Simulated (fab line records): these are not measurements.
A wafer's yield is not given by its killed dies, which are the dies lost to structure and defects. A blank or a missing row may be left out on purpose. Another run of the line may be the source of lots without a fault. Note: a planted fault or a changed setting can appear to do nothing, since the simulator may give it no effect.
fab line records + flow sky130
record
- lots=5
- wafers=15
- lastDay=49
route steps=708 shown NWELL@77 PWDE@84 VT_ADJUST_HVTP@85 VT_ADJUST_LVTN@97
lots untouched by any fault: they come from a run of this same line in which no faults occurred
startH: start of the lot's first displayed wafer, in hours after the record's first day + waitH: hours since the lot's step before + " as in the row above + L1.1+2: one row covering several wafers at once + - no value, or no start was given + * or withheld: withheld + < > ~ a bound
route shown NAME@n: names a module that has steps shown in the file, with the first one's number in the route + usual: the fault-free wafers' mean and standard deviation + same: alike in all rows + chamber/n: place in a boat + sites: the reading at each site + _std_site: standard deviation across them + _edge_site: mean of outer sites minus mean of inner sites + radiusMm: how far each site lies from the wafer's centre + mask NAME#n: copy n + behind: the most recent tool/chamber to have shaped the wafer + hold: what put the lot on hold/how long, in hours/how the hold closed + device: which transistor (n, p or np) failed to switch + end of line: the route-end tests of the same wafers + a step with no rows: only its recipe + killed: count of dies lost to structure and defects at first sort (not the wafer's yield) + map: the dies of a wafer, with x for killed, . for not killed, _ for no die there
set.NAME: the setting as run; set.NAME@STEP: as run at that earlier step + model.NAME: the simulator's own value behind a step, which no gauge read
lots at selected steps of the route; one table per step, one row per wafer
services: from which hour (startH, from the record's first day; less than 0 if before it) a tool's chamber was out of use, for how many hours, and why
## steps
# step SKY_NWELL_IMPLANT_24
# recipe
- species=B
- energyKev=140
- doseCm2=9.2e+12
- tiltDeg=withheld
# step SKY_NWELL_STRIP_25
# recipe
- chemistry=O2/N2
- powerW=1400
- pressureMtorr=1500
- platenTempC=withheld
- o2FlowSccm=3000
- n2FlowSccm=300
- overashFraction=0.5
# usual
- drypumpMotorCurrentA=5.7/0.48
- oesProductAu=0.723/0.0046
- stripTimeToEndpointS=36.95/0.1
| lot.wafer | tool           | chamber | startH | waitH | drypumpMotorCurrentA | oesProductAu | rfHoursCounterH | stripTimeToEndpointS |
|-----------|----------------|---------|--------|-------|----------------------|--------------|-----------------|----------------------|
| L661.1    | plasmaAsher-01 | 0       | 125.68 | 0.1   | 6.2                  | 0.717        | 31              | 36.94                |
| L661.3    | "              | 1       | "      | "     | 5.5                  | 0.723        | -               | 36.91                |
| L661.6    | "              | 1       | "      | "     | 5.6                  | 0.730        | -               | 36.94                |
| L666.2    | plasmaAsher-01 | 1       | 159.18 | 0.1   | 5.6                  | 0.714        | 33              | 36.92                |
| L666.3    | "              | 1       | "      | "     | 5.5                  | 0.722        | -               | 36.84                |
| L666.4    | "              | 0       | "      | "     | 6.2                  | 0.712        | -               | 36.87                |
| L673.1    | plasmaAsher-04 | 0       | 201.24 | 0.1   | 5.8                  | 0.726        | 52              | 37.18                |
| L673.4    | "              | 0       | "      | "     | 5.8                  | 0.716        | -               | 37.12                |
| L673.6    | "              | 1       | "      | "     | 4.9                  | 0.721        | -               | 37.02                |
| L674.1    | plasmaAsher-03 | 0       | 205.69 | 0.1   | 5.6                  | 0.723        | 52              | 36.98                |
| L674.4    | "              | 0       | "      | "     | 5.6                  | 0.728        | -               | 36.78                |
| L674.6    | "              | 1       | "      | "     | 6.3                  | 0.729        | -               | 36.86                |
| L675.1    | plasmaAsher-03 | 0       | 210.93 | 0.1   | 5.6                  | 0.719        | 53              | 36.96                |
| L675.2    | "              | 1       | "      | "     | 6.3                  | 0.726        | 53              | 37.05                |
| L675.4    | "              | 1       | "      | "     | 6.3                  | 0.718        | -               | 36.99                |
# step SKY_NWELL_TW_MEAS_26
# usual
- NWELL_2_TW=495/5.4
| lot.wafer | tool         | chamber | startH | waitH | NWELL_2_TW |
|-----------|--------------|---------|--------|-------|------------|
| L661.1    | filmMetro-03 | -       | 125.78 | 0.1   | 488        |
| L661.3    | "            | -       | "      | "     | 487        |
| L661.6    | "            | -       | "      | "     | 484        |
| L666.2    | filmMetro-02 | -       | 159.29 | 0.1   | 497        |
| L666.3    | "            | -       | "      | "     | 499        |
| L666.4    | "            | -       | "      | "     | 500        |
| L673.1    | filmMetro-02 | -       | 201.34 | 0.1   | 498        |
| L673.4    | "            | -       | "      | "     | 498        |
| L673.6    | "            | -       | "      | "     | 497        |
| L674.1    | filmMetro-02 | -       | 205.79 | 0.1   | 498        |
| L674.4    | "            | -       | "      | "     | 501        |
| L674.6    | "            | -       | "      | "     | 494        |
| L675.1    | filmMetro-03 | -       | 211.03 | 0.1   | 489        |
| L675.2    | "            | -       | "      | "     | 488        |
| L675.4    | "            | -       | "      | "     | 488        |
# step SKY_NWELL_CLEAN_27
# recipe
- chemistry=SC1/SC2
- mix=1:4:20
- tempC=70
- timeS=150
- dry=n2Spin
# step SKY_NWELL_RTA_28
# recipe
- tempC=1050
- timeS=30
- idleTempC=650
- rampUpCPerS=150
- rampDownCPerS=90
- ambient=N2
# usual
- lampPowerPct=25.31/0.052
- wafer_temp_C_max=1054.7/0.95
| lot.wafer | tool         | chamber | startH | waitH | lampPowerPct | wafer_temp_C_max |
|-----------|--------------|---------|--------|-------|--------------|------------------|
| L661.1    | rtpAnneal-02 | 0       | 125.89 | 0.0   | 25.31        | 1056.9           |
| L661.3    | "            | 0       | "      | "     | 25.34        | 1053.2           |
| L661.6    | "            | 0       | "      | "     | 25.33        | 1055.4           |
| L666.2    | rtpAnneal-01 | 0       | 159.41 | 0.0   | 25.29        | 1055.6           |
| L666.3    | "            | 0       | "      | "     | 25.31        | 1054.7           |
| L666.4    | "            | 0       | "      | "     | 25.30        | 1053.9           |
| L673.1    | rtpAnneal-01 | 0       | 201.45 | 0.0   | 25.34        | 1053.3           |
| L673.4    | "            | 0       | "      | "     | 25.31        | 1054.9           |
| L673.6    | "            | 0       | "      | "     | 25.27        | 1055.7           |
| L674.1    | rtpAnneal-01 | 0       | 205.90 | 0.0   | 25.29        | 1054.5           |
| L674.4    | "            | 0       | "      | "     | 25.35        | 1054.6           |
| L674.6    | "            | 0       | "      | "     | 25.40        | 1053.8           |
| L675.1    | rtpAnneal-02 | 0       | 211.14 | 0.0   | 25.28        | 1053.3           |
| L675.2    | "            | 0       | "      | "     | 25.32        | 1055.4           |
| L675.4    | "            | 0       | "      | "     | 25.28        | 1053.1           |
# step SKY_NWELL_RS_MEAS_29
# recipe
- thkMeasGauge=four-point-probe
# usual
- NWELL_RS=622.4/1.6
| lot.wafer | tool         | chamber | startH | waitH | NWELL_RS[ohm/sq] |
|-----------|--------------|---------|--------|-------|------------------|
| L661.1    | filmMetro-02 | -       | 125.99 | 0.1   | 624.2            |
| L661.3    | "            | -       | "      | "     | 623.9            |
| L661.6    | "            | -       | "      | "     | 622.1            |
| L666.2    | filmMetro-04 | -       | 159.51 | 0.1   | 622.4            |
| L666.3    | "            | -       | "      | "     | 621.1            |
| L666.4    | "            | -       | "      | "     | 622.3            |
| L673.1    | filmMetro-04 | -       | 201.55 | 0.1   | 624.3            |
| L673.4    | "            | -       | "      | "     | 622.8            |
| L673.6    | "            | -       | "      | "     | 621.1            |
| L674.1    | filmMetro-03 | -       | 206.00 | 0.1   | 623.4            |
| L674.4    | "            | -       | "      | "     | 624.8            |
| L674.6    | "            | -       | "      | "     | 622.7            |
| L675.1    | filmMetro-04 | -       | 211.24 | 0.1   | 623.4            |
| L675.2    | "            | -       | "      | "     | 622.7            |
| L675.4    | "            | -       | "      | "     | 623.8            |
# step SKY_NWELL_RS_MEAS_31
# recipe
- thkMeasGauge=four-point-probe
# usual
- PWDE_RS=5270/18
| lot.wafer | tool         | chamber | startH | waitH | PWDE_RS[ohm/sq] |
|-----------|--------------|---------|--------|-------|-----------------|
| L661.1    | filmMetro-02 | -       | 126.23 | 0.1   | 5303            |
| L661.3    | "            | -       | "      | "     | 5311            |
| L661.6    | "            | -       | "      | "     | 5284            |
| L666.2    | filmMetro-04 | -       | 159.75 | 0.1   | 5302            |
| L666.3    | "            | -       | "      | "     | 5264            |
| L666.4    | "            | -       | "      | "     | 5264            |
| L673.1    | filmMetro-04 | -       | 201.79 | 0.1   | 5266            |
| L673.4    | "            | -       | "      | "     | 5261            |
| L673.6    | "            | -       | "      | "     | 5270            |
| L674.1    | filmMetro-03 | -       | 206.24 | 0.1   | 5282            |
| L674.4    | "            | -       | "      | "     | 5267            |
| L674.6    | "            | -       | "      | "     | 5275            |
| L675.1    | filmMetro-04 | -       | 211.48 | 0.1   | 5301            |
| L675.2    | "            | -       | "      | "     | 5276            |
| L675.4    | "            | -       | "      | "     | 5294            |
# step SKY_VT_ADJUST_HVTP_DEHYDRATE_00
# recipe
- tempC=200
- timeS=60
# step SKY_VT_ADJUST_HVTP_HMDS_01
# recipe
- primeTimeS=60
- primeTempC=120
# step SKY_VT_ADJUST_HVTP_COAT_02
# recipe
- resist=NOVOLAK
- spinRpm=3000
- resistThkNm=1140
# step SKY_VT_ADJUST_HVTP_SOFTBAKE_03
# recipe
- tempC=90
- timeS=60
- resist=NOVOLAK
# step SKY_VT_ADJUST_HVTP_EXPOSE_04
# recipe
- maskId=HVTPM
- na=0.6
- sourceShape=conventional
- sigmaOuter=0.6
- polarization=unpolarized
- targetCdNm=380
- doseMj=140
| lot.wafer  | tool            | chamber | startH | waitH | mask              |
|------------|-----------------|---------|--------|-------|-------------------|
| L661.1+3+6 | ilineStepper-02 | 0       | 136.28 | -     | HVTPM#0           |
| L666.2+3+4 | ilineStepper-01 | 0       | 169.87 | -     | HVTPM#0           |
| L673.1+4+6 | ilineStepper-01 | 0       | 212.25 | -     | HVN_STD_DERIVED#0 |
| L674.1+4+6 | ilineStepper-02 | 0       | 217.26 | -     | HVTPM#0           |
| L675.1+2+4 | ilineStepper-02 | 0       | 222.65 | -     | HVTPM#0           |
# step SKY_VT_ADJUST_HVTP_PEB_05
# recipe
- tempC=withheld
- timeS=*
- resist=NOVOLAK
# step SKY_VT_ADJUST_HVTP_DEVELOP_06
# recipe
- resist=NOVOLAK
- developer=TMAH
- developTimeS=60
- devTempC=23
# step SKY_VT_ADJUST_HVTP_CD_MEAS_07
# recipe
- targetCdNm=380
# usual
- cdNm=379.7/2.1
| lot.wafer | tool     | chamber | startH | waitH | cdNm  |
|-----------|----------|---------|--------|-------|-------|
| L661.1    | cdSem-01 | -       | 145.56 | 0.1   | 380.3 |
| L661.3    | "        | -       | "      | "     | 378.0 |
| L661.6    | "        | -       | "      | "     | 377.0 |
| L666.2    | cdSem-02 | -       | 179.72 | 0.1   | 384.3 |
| L666.3    | "        | -       | "      | "     | 379.2 |
| L666.4    | "        | -       | "      | "     | 382.1 |
| L673.1    | cdSem-02 | -       | 223.22 | 0.1   | -     |
| L673.4    | "        | -       | "      | "     | -     |
| L673.6    | "        | -       | "      | "     | -     |
| L674.1    | cdSem-01 | -       | 228.34 | 0.1   | 381.2 |
| L674.4    | "        | -       | "      | "     | 383.0 |
| L674.6    | "        | -       | "      | "     | 382.0 |
| L675.1    | cdSem-02 | -       | 234.41 | 0.2   | 377.7 |
| L675.2    | "        | -       | "      | "     | 381.0 |
| L675.4    | "        | -       | "      | "     | 379.4 |
# step SKY_VT_ADJUST_HVTP_OVL_MEAS_08
# usual
- VT_ADJUST_HVTP_OVL=1.3/1.5
| lot.wafer | tool       | chamber | startH | waitH | VT_ADJUST_HVTP_OVL[nm] |
|-----------|------------|---------|--------|-------|------------------------|
| L661.1    | overlay-02 | -       | 145.68 | 0.1   | 1.6                    |
| L661.3    | "          | -       | "      | "     | 1.1                    |
| L661.6    | "          | -       | "      | "     | 3.2                    |
| L666.2    | overlay-02 | -       | 179.83 | 0.1   | 1.2                    |
| L666.3    | "          | -       | "      | "     | 0.9                    |
| L666.4    | "          | -       | "      | "     | 1.9                    |
| L673.1    | overlay-01 | -       | 223.34 | 0.1   | -                      |
| L673.4    | "          | -       | "      | "     | -                      |
| L673.6    | "          | -       | "      | "     | -                      |
| L674.1    | overlay-02 | -       | 228.46 | 0.1   | 1.7                    |
| L674.4    | "          | -       | "      | "     | -1.0                   |
| L674.6    | "          | -       | "      | "     | 2.4                    |
| L675.1    | overlay-02 | -       | 234.53 | 0.1   | 1.2                    |
| L675.2    | "          | -       | "      | "     | 1.0                    |
| L675.4    | "          | -       | "      | "     | 1.1                    |
# step SKY_VT_ADJUST_HVTP_IMPLANT_09
# recipe
- species=As
- energyKev=150
- doseCm2=4.3e+12
- tiltDeg=withheld
# step SKY_VT_ADJUST_HVTP_STRIP_10
# recipe
- chemistry=O2/N2
- powerW=1400
- pressureMtorr=1500
- platenTempC=withheld
- o2FlowSccm=3000
- n2FlowSccm=300
- overashFraction=0.5
# usual
- drypumpMotorCurrentA=5.7/0.46
- oesProductAu=0.716/0.0046
- stripTimeToEndpointS=14.19/0.039
| lot.wafer | tool           | chamber | startH | waitH | drypumpMotorCurrentA | oesProductAu | rfHoursCounterH | stripTimeToEndpointS |
|-----------|----------------|---------|--------|-------|----------------------|--------------|-----------------|----------------------|
| L661.1    | plasmaAsher-04 | 0       | 145.86 | 0.1   | 5.8                  | 0.719        | 46              | 14.18                |
| L661.3    | "              | 0       | "      | "     | 5.8                  | 0.715        | -               | 14.22                |
| L661.6    | "              | 1       | "      | "     | 4.9                  | 0.716        | -               | 14.20                |
| L666.2    | plasmaAsher-02 | 1       | 180.01 | 0.1   | 6.1                  | 0.715        | 6               | 14.23                |
| L666.3    | "              | 1       | "      | "     | 6.1                  | 0.708        | -               | 14.22                |
| L666.4    | "              | 0       | "      | "     | 5.8                  | 0.710        | -               | 14.26                |
| L673.1    | plasmaAsher-02 | 0       | 223.53 | 0.1   | 5.8                  | 0.720        | 11              | 14.23                |
| L673.4    | "              | 0       | "      | "     | 5.8                  | 0.720        | -               | 14.19                |
| L673.6    | "              | 0       | "      | "     | 5.8                  | 0.710        | -               | 14.24                |
| L674.1    | plasmaAsher-02 | 0       | 228.64 | 0.1   | 5.8                  | 0.713        | 12              | 14.11                |
| L674.4    | "              | 1       | "      | "     | 6.1                  | 0.717        | -               | 14.14                |
| L674.6    | "              | 0       | "      | "     | 5.8                  | 0.715        | -               | 14.14                |
| L675.1    | plasmaAsher-04 | 0       | 234.71 | 0.1   | 5.8                  | 0.709        | 55              | 14.25                |
| L675.2    | "              | 1       | "      | "     | 4.9                  | 0.714        | 55              | 14.21                |
| L675.4    | "              | 1       | "      | "     | 4.9                  | 0.713        | -               | 14.24                |
# step SKY_VT_ADJUST_HVTP_TW_MEAS_11
# usual
- VT_ADJUST_HVTP_TW=1356/15
| lot.wafer | tool         | chamber | startH | waitH | VT_ADJUST_HVTP_TW |
|-----------|--------------|---------|--------|-------|-------------------|
| L661.1    | filmMetro-01 | -       | 145.96 | 0.1   | 1337              |
| L661.3    | "            | -       | "      | "     | 1336              |
| L661.6    | "            | -       | "      | "     | 1330              |
| L666.2    | filmMetro-02 | -       | 180.12 | 0.1   | 1351              |
| L666.3    | "            | -       | "      | "     | 1360              |
| L666.4    | "            | -       | "      | "     | 1360              |
| L673.1    | filmMetro-01 | -       | 223.63 | 0.1   | 30                |
| L673.4    | "            | -       | "      | "     | 30                |
| L673.6    | "            | -       | "      | "     | 30                |
| L674.1    | filmMetro-04 | -       | 228.74 | 0.1   | 1358              |
| L674.4    | "            | -       | "      | "     | 1356              |
| L674.6    | "            | -       | "      | "     | 1359              |
| L675.1    | filmMetro-04 | -       | 234.81 | 0.1   | 1359              |
| L675.2    | "            | -       | "      | "     | 1354              |
| L675.4    | "            | -       | "      | "     | 1356              |
# step SKY_VT_ADJUST_LVTN_DEHYDRATE_00
# recipe
- tempC=200
- timeS=60
# step SKY_VT_ADJUST_LVTN_HMDS_01
# recipe
- primeTimeS=60
- primeTempC=120
# step SKY_VT_ADJUST_LVTN_COAT_02
# recipe
- spinRpm=2000
- resistThkNm=3000
# step SKY_VT_ADJUST_LVTN_SOFTBAKE_03
# recipe
- tempC=110
- timeS=withheld
# step SKY_VT_ADJUST_LVTN_EXPOSE_04
# recipe
- maskId=NWM_COMPLEMENT_LESS_NATIVE
- na=0.6
- sourceShape=conventional
- sigmaOuter=0.6
- polarization=unpolarized
- targetCdNm=840
- doseMj=194
# step SKY_VT_ADJUST_LVTN_PEB_05
# recipe
- tempC=115
- timeS=withheld
# step SKY_VT_ADJUST_LVTN_DEVELOP_06
# recipe
- wallAngleDeg=90
- developer=TMAH
- developTimeS=60
- devTempC=23
# step SKY_VT_ADJUST_LVTN_OVL_MEAS_07
# usual
- VT_ADJUST_LVTN_OVL=0.9/1.4
| lot.wafer | tool       | chamber | startH | waitH | VT_ADJUST_LVTN_OVL[nm] |
|-----------|------------|---------|--------|-------|------------------------|
| L661.1    | overlay-01 | -       | 164.97 | -     | 1.7                    |
| L661.3    | "          | -       | "      | "     | 1.5                    |
| L661.6    | "          | -       | "      | "     | 3.4                    |
| L666.2    | overlay-01 | -       | 201.93 | -     | -0.8                   |
| L666.3    | "          | -       | "      | "     | 0.6                    |
| L666.4    | "          | -       | "      | "     | 1.4                    |
| L673.1    | overlay-01 | -       | 246.64 | -     | 2.1                    |
| L673.4    | "          | -       | "      | "     | 3.0                    |
| L673.6    | "          | -       | "      | "     | 1.8                    |
| L674.1    | overlay-01 | -       | 252.02 | -     | -1.2                   |
| L674.4    | "          | -       | "      | "     | -2.7                   |
| L674.6    | "          | -       | "      | "     | -0.5                   |
| L675.1    | overlay-02 | -       | 257.89 | -     | 1.3                    |
| L675.2    | "          | -       | "      | "     | 0.9                    |
| L675.4    | "          | -       | "      | "     | 0.6                    |
# step SKY_VT_ADJUST_LVTN_IMPLANT_08
# recipe
- species=B
- energyKev=29.5
- doseCm2=1.57e+12
- tiltDeg=withheld
# step SKY_VT_ADJUST_LVTN_STRIP_09
# recipe
- chemistry=O2/N2
- powerW=1400
- pressureMtorr=1500
- platenTempC=withheld
- o2FlowSccm=3130
- n2FlowSccm=300
- overashFraction=0.5
# usual
- drypumpMotorCurrentA=5.7/0.43
- oesProductAu=0.723/0.0048
- stripTimeToEndpointS=36.83/0.12
| lot.wafer | tool           | chamber | startH | waitH | drypumpMotorCurrentA | oesProductAu | rfHoursCounterH | stripTimeToEndpointS |
|-----------|----------------|---------|--------|-------|----------------------|--------------|-----------------|----------------------|
| L661.1    | plasmaAsher-02 | 0       | 165.16 | 0.1   | 5.8                  | 0.728        | 5               | 36.74                |
| L661.3    | "              | 0       | "      | "     | 5.8                  | 0.729        | -               | 36.66                |
| L661.6    | "              | 0       | "      | "     | 5.8                  | 0.727        | -               | 36.72                |
| L666.2    | plasmaAsher-01 | 1       | 202.11 | 0.1   | 5.6                  | 0.721        | 37              | 36.93                |
| L666.3    | "              | 0       | "      | "     | 6.2                  | 0.722        | -               | 36.80                |
| L666.4    | "              | 1       | "      | "     | 5.6                  | 0.715        | -               | 36.86                |
| L673.1    | plasmaAsher-02 | 1       | 246.82 | 0.1   | 6.0                  | 0.715        | 14              | 36.65                |
| L673.4    | "              | 0       | "      | "     | 5.8                  | 0.727        | -               | 36.70                |
| L673.6    | "              | 1       | "      | "     | 6.0                  | 0.722        | -               | 36.87                |
| L674.1    | plasmaAsher-01 | 0       | 252.21 | 0.1   | 6.2                  | 0.727        | 43              | 36.79                |
| L674.4    | "              | 1       | "      | "     | 5.6                  | 0.728        | -               | 36.77                |
| L674.6    | "              | 1       | "      | "     | 5.6                  | 0.731        | -               | 36.81                |
| L675.1    | plasmaAsher-04 | 1       | 258.07 | 0.1   | 4.9                  | 0.725        | 57              | 36.85                |
| L675.2    | "              | 0       | "      | "     | 5.8                  | 0.717        | 57              | 36.90                |
| L675.4    | "              | 0       | "      | "     | 5.8                  | 0.723        | -               | 36.81                |
# step SKY_VT_ADJUST_LVTN_TW_MEAS_10
# usual
- VT_ADJUST_LVTN_TW=240.0/2.7
| lot.wafer | tool         | chamber | startH | waitH | VT_ADJUST_LVTN_TW |
|-----------|--------------|---------|--------|-------|-------------------|
| L661.1    | filmMetro-04 | -       | 165.26 | 0.1   | 244.6             |
| L661.3    | "            | -       | "      | "     | 244.6             |
| L661.6    | "            | -       | "      | "     | 244.2             |
| L666.2    | filmMetro-03 | -       | 202.22 | 0.1   | 236.4             |
| L666.3    | "            | -       | "      | "     | 236.5             |
| L666.4    | "            | -       | "      | "     | 235.2             |
| L673.1    | filmMetro-04 | -       | 246.92 | 0.1   | 243.5             |
| L673.4    | "            | -       | "      | "     | 243.3             |
| L673.6    | "            | -       | "      | "     | 241.3             |
| L674.1    | filmMetro-04 | -       | 252.31 | 0.1   | 242.6             |
| L674.4    | "            | -       | "      | "     | 242.8             |
| L674.6    | "            | -       | "      | "     | 242.0             |
| L675.1    | filmMetro-04 | -       | 258.17 | 0.1   | 242.8             |
| L675.2    | "            | -       | "      | "     | 242.9             |
| L675.4    | "            | -       | "      | "     | 241.5             |
# step SKY_VT_ADJUST_LVTN_DEHYDRATE_11
# recipe
- tempC=200
- timeS=60
# step SKY_VT_ADJUST_LVTN_HMDS_12
# recipe
- primeTimeS=60
- primeTempC=120
# step SKY_VT_ADJUST_LVTN_COAT_13
# recipe
- resist=NOVOLAK
- spinRpm=3000
- resistThkNm=1140
# step SKY_VT_ADJUST_LVTN_SOFTBAKE_14
# recipe
- tempC=90
- timeS=60
- resist=NOVOLAK
# step SKY_VT_ADJUST_LVTN_EXPOSE_15
# recipe
- maskId=HVN_STD_DERIVED
- na=0.6
- sourceShape=conventional
- sigmaOuter=0.6
- polarization=unpolarized
- targetCdNm=600
- doseMj=163
# step SKY_VT_ADJUST_LVTN_PEB_16
# recipe
- tempC=withheld
- timeS=*
- resist=NOVOLAK
# step SKY_VT_ADJUST_LVTN_DEVELOP_17
# recipe
- resist=NOVOLAK
- developer=TMAH
- developTimeS=60
- devTempC=23
# step SKY_VT_ADJUST_LVTN_OVL_MEAS_18
# usual
- VT_ADJUST_LVTN_01_OVL=0.3/1.4
| lot.wafer | tool       | chamber | startH | waitH | VT_ADJUST_LVTN_01_OVL[nm] |
|-----------|------------|---------|--------|-------|---------------------------|
| L661.1    | overlay-02 | -       | 185.10 | 0.1   | -1.3                      |
| L661.3    | "          | -       | "      | "     | -0.2                      |
| L661.6    | "          | -       | "      | "     | -0.1                      |
| L666.2    | overlay-02 | -       | 224.20 | 0.1   | 1.4                       |
| L666.3    | "          | -       | "      | "     | -0.5                      |
| L666.4    | "          | -       | "      | "     | -0.7                      |
| L673.1    | overlay-01 | -       | 270.89 | 0.1   | 0.7                       |
| L673.4    | "          | -       | "      | "     | 0.5                       |
| L673.6    | "          | -       | "      | "     | 2.1                       |
| L674.1    | overlay-02 | -       | 276.54 | 0.1   | -0.8                      |
| L674.4    | "          | -       | "      | "     | -1.4                      |
| L674.6    | "          | -       | "      | "     | -0.6                      |
| L675.1    | overlay-01 | -       | 282.62 | 0.1   | 2.6                       |
| L675.2    | "          | -       | "      | "     | -0.8                      |
| L675.4    | "          | -       | "      | "     | 0.1                       |
# step SKY_VT_ADJUST_LVTN_IMPLANT_19
# recipe
- species=B
- energyKev=30
- doseCm2=6.5e+11
- tiltDeg=withheld
# step SKY_VT_ADJUST_LVTN_STRIP_20
# recipe
- chemistry=O2/N2
- powerW=1400
- pressureMtorr=1500
- platenTempC=withheld
- o2FlowSccm=3000
- n2FlowSccm=300
- overashFraction=0.5
# usual
- drypumpMotorCurrentA=5.8/0.35
- oesProductAu=0.715/0.0044
- stripTimeToEndpointS=14.20/0.044
| lot.wafer | tool           | chamber | startH | waitH | drypumpMotorCurrentA | oesProductAu | rfHoursCounterH | stripTimeToEndpointS |
|-----------|----------------|---------|--------|-------|----------------------|--------------|-----------------|----------------------|
| L661.1    | plasmaAsher-01 | 1       | 185.28 | 0.1   | 5.6                  | 0.712        | 36              | 14.15                |
| L661.3    | "              | 1       | "      | "     | 5.6                  | 0.719        | -               | 14.16                |
| L661.6    | "              | 0       | "      | "     | 6.2                  | 0.723        | -               | 14.13                |
| L666.2    | plasmaAsher-01 | 0       | 224.38 | 0.1   | 6.2                  | 0.716        | 40              | 14.20                |
| L666.3    | "              | 0       | "      | "     | 6.2                  | 0.717        | -               | 14.16                |
| L666.4    | "              | 1       | "      | "     | 5.5                  | 0.713        | -               | 14.18                |
| L673.1    | plasmaAsher-01 | 1       | 271.07 | 0.1   | 5.6                  | 0.717        | 44              | 14.26                |
| L673.4    | "              | 0       | "      | "     | 6.2                  | 0.711        | -               | 14.23                |
| L673.6    | "              | 0       | "      | "     | 6.2                  | 0.712        | -               | 14.25                |
| L674.1    | plasmaAsher-01 | 1       | 276.72 | 0.1   | 5.6                  | 0.718        | 45              | 14.29                |
| L674.4    | "              | 0       | "      | "     | 6.2                  | 0.709        | -               | 14.29                |
| L674.6    | "              | 0       | "      | "     | 6.2                  | 0.714        | -               | 14.27                |
| L675.1    | plasmaAsher-02 | 0       | 282.81 | 0.1   | 5.8                  | 0.712        | 17              | 14.23                |
| L675.2    | "              | 1       | "      | "     | 6.1                  | 0.720        | 17              | 14.20                |
| L675.4    | "              | 0       | "      | "     | 5.8                  | 0.722        | -               | 14.27                |
# step SKY_VT_ADJUST_LVTN_TW_MEAS_21
# usual
- VT_ADJUST_LVTN_2_TW=187.4/2.2
| lot.wafer | tool         | chamber | startH | waitH | VT_ADJUST_LVTN_2_TW |
|-----------|--------------|---------|--------|-------|---------------------|
| L661.1    | filmMetro-01 | -       | 185.38 | 0.1   | 186.0               |
| L661.3    | "            | -       | "      | "     | 185.4               |
| L661.6    | "            | -       | "      | "     | 184.8               |
| L666.2    | filmMetro-04 | -       | 224.49 | 0.1   | 189.1               |
| L666.3    | "            | -       | "      | "     | 188.0               |
| L666.4    | "            | -       | "      | "     | 189.5               |
| L673.1    | filmMetro-01 | -       | 271.17 | 0.1   | 1332.2              |
| L673.4    | "            | -       | "      | "     | 1341.5              |
| L673.6    | "            | -       | "      | "     | 1330.8              |
| L674.1    | filmMetro-03 | -       | 276.82 | 0.1   | 186.0               |
| L674.4    | "            | -       | "      | "     | 185.9               |
| L674.6    | "            | -       | "      | "     | 186.5               |
| L675.1    | filmMetro-04 | -       | 282.91 | 0.1   | 190.9               |
| L675.2    | "            | -       | "      | "     | 190.9               |
| L675.4    | "            | -       | "      | "     | 191.0               |
## services
| tool            | chamber | startH | hours | kind                   |
|-----------------|---------|--------|-------|------------------------|
| plasmaAsher-02  | -       | 108.75 | 9.0   | pm                     |
| plasmaAsher-02  | 0       | 108.75 | 9.0   | ventCycle              |
| plasmaAsher-02  | 1       | 108.75 | 9.0   | ventCycle              |
| plasmaAsher-02  | 0       | 117.75 | -     | clean                  |
| plasmaAsher-02  | 1       | 117.75 | -     | clean                  |
| ilineStepper-02 | -       | 118.02 | 2.1   | pm                     |
| ilineStepper-02 | -       | 120.10 | -     | consumableReplace:lamp |
| plasmaAsher-02  | -       | 137.03 | 0.9   | repair                 |
| ilineStepper-01 | -       | 140.98 | 2.1   | repair                 |
| plasmaAsher-01  | -       | 143.17 | 5.7   | repair                 |
| plasmaAsher-01  | -       | 149.24 | 7.1   | repair                 |
| ilineStepper-02 | 0       | 202.57 | -     | calibration            |
| plasmaAsher-01  | -       | 210.37 | 3.9   | repair                 |
| plasmaAsher-03  | -       | 214.46 | 12.2  | repair                 |
| ilineStepper-02 | -       | 228.21 | 1.7   | pm                     |
| ilineStepper-01 | -       | 235.17 | 8.4   | repair                 |
| ilineStepper-01 | 0       | 253.21 | -     | calibration            |
## key
firstSign
- step=SKY_VT_ADJUST_HVTP_EXPOSE_04
- reading=mask
- direction=changed
effect
- step=SKY_VT_ADJUST_HVTP_CD_MEAS_07
- reading=cdNm
- direction=missing
effect
- step=SKY_VT_ADJUST_HVTP_OVL_MEAS_08
- reading=VT_ADJUST_HVTP_OVL
- direction=missing
effect
- step=SKY_VT_ADJUST_HVTP_TW_MEAS_11
- reading=VT_ADJUST_HVTP_TW
- direction=down
- sigmas=86
- usual=1356
- struck=30
effect
- step=SKY_VT_ADJUST_LVTN_TW_MEAS_21
- reading=VT_ADJUST_LVTN_2_TW
- direction=up
- sigmas=99+
- usual=187.4
- struck=1334.8
metAt SKY_VT_ADJUST_HVTP_EXPOSE_04
struckWafers L673.1,L673.4,L673.6
sortLeftOut L673.1,L673.4,L673.6
testerLeftOut L673
onsetBetween 169.87 212.25
fault
- kind=wrongMask
- tool=any
- chamber=-
- onsetH=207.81
- steps=SKY_VT_ADJUST_HVTP_EXPOSE_04
- auxCopy=HVN_STD_DERIVED#0
- scope=struckLotsOnly
# testerLeftOut: of these lots the tester's yield and bins aren't shown, on N5 and GAA mostly nor the transistor test; their killed dies are dies lost to structure and defects alone, not to doping, threshold or leakage, so they don't give the yield
# sortLeftOut: the simulated sort isn't trusted on such a fault, so these wafers' sort isn't shown, and their yield isn't known
